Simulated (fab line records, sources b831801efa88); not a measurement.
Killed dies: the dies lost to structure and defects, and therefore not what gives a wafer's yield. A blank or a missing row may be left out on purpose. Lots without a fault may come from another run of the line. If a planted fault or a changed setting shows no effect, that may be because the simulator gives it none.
Problem report in the 8D (eight disciplines) form, filled by code || flow gf180mcu || the parts of the form that need people (team, actions taken, sign-off) are left out

== 1. THE PROBLEM ==
Wafers without a fault read 80 s with a standard deviation of 4.7, while timeToEndpointS at GF_V2_CMP_04 averages 54 s across 2 wafers of 1 lot. Relative to the usual mean, that is a shift of -5.4 standard deviations.
The step: polishes SiO2.
Earliest sighting: wafer L972.4 on cmp-02 at day 25 11:23. The record has a number at this step for 33 wafers belonging to 11 lots. By rule, "out" or "out of limits" means more than 4 standard deviations away from the usual mean. The rest of the wafers with a number are treated as sound.

== 2. WHAT THIS IS AND IS NOT ==
{"question": "which readings at this step", "is": "timeToEndpointS", "is not": "motorCurrentA"}
{"question": "which lots", "is": "L972", "is not": "L956, L957, L958, L959, L960, L961, L962, L974, L976, L978"}
{"question": "which wafers of those lots", "is": "L972.4, L972.5", "is not": "L972.2"}
{"question": "read on which tools", "is": "cmp-02", "is not": "cmp-01"}
{"question": "when", "is": "from day 25 11:23", "is not": "up to then (22 sound wafers); but 9 sound wafers of L974, L976, L978 came after"}

== 3. WHAT RULES OUT EACH SUSPECT ==
Counting: if a tool at a process step up to the reading ran every lot that is out, it stays a suspect. Sound lots after the first of them don't rule it out here, since some wafers of a struck lot are sound.
- pecvd-01 at GF_V1_CVD_02 (deposits SiO2 from TEOS, target thk 850 nm, time 94.851 s): kept. L972, the lot that is out, went through it at day 23 11:38; up to then, the latest sound lot through it was L958 at day 17 13:55.
- cmp-02 at GF_V2_CMP_04 (polishes SiO2): kept. L972, the lot that is out, went through it at day 25 11:23; up to then, the latest sound lot through it was L962 at day 21 11:42. Its own readings are out on those wafers: timeToEndpointS.
The count leaves cmp-02 at GF_V2_CMP_04 and pecvd-01 at GF_V1_CVD_02.

== 4. THE CAUSE (what the simulator had put in) ==
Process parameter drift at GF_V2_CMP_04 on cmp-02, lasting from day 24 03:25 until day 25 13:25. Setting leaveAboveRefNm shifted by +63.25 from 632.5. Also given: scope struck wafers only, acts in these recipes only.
This tool is one of the 2 suspects left after counting.

== 5. THE CHAIN OF EFFECTS, in route order ==
Rows list readings where the struck wafers' mean (over those with a number) sits beyond 3 standard deviations from the usual. Only readings whose record carries a usual standard deviation are examined. hours: median over the lots of the time between each lot's start at the first step of this table that gives one and its start at this step. sigmas: the change, counted in usual standard deviations.
{"hours": 0, "step": "GF_V2_CMP_04", "reading": "timeToEndpointS", "usual": "80 s", "on struck wafers": 54, "change": -26, "sigmas": -5.4}
{"hours": "-", "step": "GF_V2_ETCH_17", "reading": "oesProductAu", "usual": "0.855 a.u.", "on struck wafers": 0.898, "change": "+0.043", "sigmas": "+9.6"}
It contains these process steps:
- GF_V2_CMP_04: polishes SiO2.
- GF_V2_ETCH_17: etches SiO2 in C4F8/O2/Ar, stops on TiN, target depth 630 nm.

== 6. WHAT WOULD HAVE CAUGHT IT SOONER ==
First out-of-limits reading in this record: day 25 11:23, which is 32 hours after fault onset at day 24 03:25.
